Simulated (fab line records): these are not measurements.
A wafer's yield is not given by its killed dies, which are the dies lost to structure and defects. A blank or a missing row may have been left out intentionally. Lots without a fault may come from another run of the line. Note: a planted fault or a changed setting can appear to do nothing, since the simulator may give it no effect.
A struck lot beside a sound one    flow sky130    17 steps out of a route of 708
Sound: the wafers L286.2, L286.4, L286.5. Struck: wafers L294.2, L294.5, L294.6. Last of all comes the cause.
Each step with rows lists, per side, the tool, then ch with its chambers, then its first start. Under that, the readings that differ: sound wafers    struck wafers    difference of the means    sigmas: that difference in standard deviations of wafers without a fault.
alike: same words and numbers on both sides, and readings whose means sit less than 2 such deviations apart. not compared: any withheld reading, any reading some wafer has no value for, any bound like >300 that may hide the same value, and any number with overlapping values for which the record gives no deviation.
Wherever a step has rows on one side only, a row that says differs or no value, or a row with sigmas, the two part there. When numbers do not overlap yet have no deviation, they are printed without sigmas and do not part them. A reading that every wafer of one side lacks parts them only if that side has two wafers or more.

first, 3 steps without rows for these wafers: SKY_LI_CONTACT_EXPOSE_09 (exposes mask LICM1, target cd 170 nm); SKY_LI_CONTACT_PEB_10; SKY_LI_CONTACT_DEVELOP_11 (develop time 60 s).
SKY_LI_CONTACT_CD_MEAS_12: the cd target is 170 nm.
  struck on cd-sem-01, day 33 02:08; sound on cd-sem-02, day 30 06:43
  alike: cd-nm
SKY_LI_CONTACT_OVL_MEAS_13:
  struck on overlay-02, day 33 02:15; sound on overlay-02, day 30 06:50
  alike: LI_CONTACT_OVL
then, 1 step without rows for these wafers: SKY_LI_CONTACT_ETCH_14 (etches BARC in N2/H2, stops on SiO2, time 45.9 s, target depth 60 nm).
SKY_LI_CONTACT_ETCH_15: etches PSG in C4F8/O2/Ar, stops on Si, target depth 600 nm.
  sound on rie-diel-03 ch 0,1, day 30 06:54; struck on rie-diel-04 ch 2,3, day 33 02:19
  alike: oes-product-au
SKY_LI_CONTACT_STRIP_16: strips in O2/N2.
  sound on plasma-asher-04 ch 0,1, day 30 06:59; struck on plasma-asher-01 ch 0,1, day 33 02:25
  alike: drypump-motor-current-A, o2-flow-sccm, oes-product-au, strip-time-to-endpoint-s
  not compared: rf-hours-counter-h
then, 2 steps without rows for these wafers: SKY_LI_CONTACT_CLEAN_17 (cleans in NMP, time 600 s); SKY_LI_CONTACT_PRE_CLEAN_18 (time 5.6 s).
SKY_LI_CONTACT_SPUTTER_19: material Ti, target thk 20 nm, time 106.37 s.
  struck on pvd-sputter-03, day 33 02:43; sound on pvd-sputter-04, day 30 07:18
  alike: chamber-pressure-pa, throttle-valve-pct
SKY_LI_CONTACT_SPUTTER_20: material TiN, target thk 20 nm, time 80 s.
  struck on pvd-sputter-03, day 33 02:47; sound on pvd-sputter-04, day 30 07:22
  alike: chamber-pressure-pa, throttle-valve-pct
SKY_LI_CONTACT_CVD_21: deposits W, target thk 400 nm, time 120.56 s.
  sound on cvd-w-01 ch 0,1, day 30 07:26; struck on cvd-w-01 ch 0,1, day 33 02:51
reading                                   sound          struck             difference  sigmas
model.W_of_LI_CONTACT_CVD_21.thk-nm (nm)  388 399 395.2  440.2 432.6 437.3  +42.6       
  alike: heater-power-w
SKY_LI_CONTACT_RS_MEAS_22: measurement is done with a four-point probe.
  struck on film-metro-04, day 33 03:00; sound on film-metro-02, day 30 07:35
reading                   sound              struck             difference  sigmas
LI_CONTACT_W_RS (ohm/sq)  0.294 0.285 0.289  0.258 0.262 0.259  -0.030      -6
SKY_LI_CONTACT_THK_MEAS_23: measures by xrf.
  struck on film-metro-04, day 33 03:07; sound on film-metro-02, day 30 07:41
reading                sound        struck       difference  sigmas
LI_CONTACT_W_THK (nm)  388 404 398  445 441 448  +48         +5
SKY_LI_CONTACT_CMP_24: polishes, stops on PSG, t overpolish 20 s, target thk 0 nm.
  sound on cmp-02 ch 1,2,3, day 30 07:44; struck on cmp-01 ch 1,2,3, day 33 03:16
reading                 sound     struck       difference  sigmas
time-to-endpoint-s (s)  93 94 96  105 106 105  +11         +3
  alike: motor-current-A
SKY_PAD_OPEN_PROBE_99:
  sound wafers here have rows in the record (prober-02, day 46 14:31); struck ones have none

== WHERE THEY PART ==
Last at SKY_PAD_OPEN_PROBE_99 as far as this record goes, first at SKY_LI_CONTACT_RS_MEAS_22.

WHY: what had been put in by the simulator
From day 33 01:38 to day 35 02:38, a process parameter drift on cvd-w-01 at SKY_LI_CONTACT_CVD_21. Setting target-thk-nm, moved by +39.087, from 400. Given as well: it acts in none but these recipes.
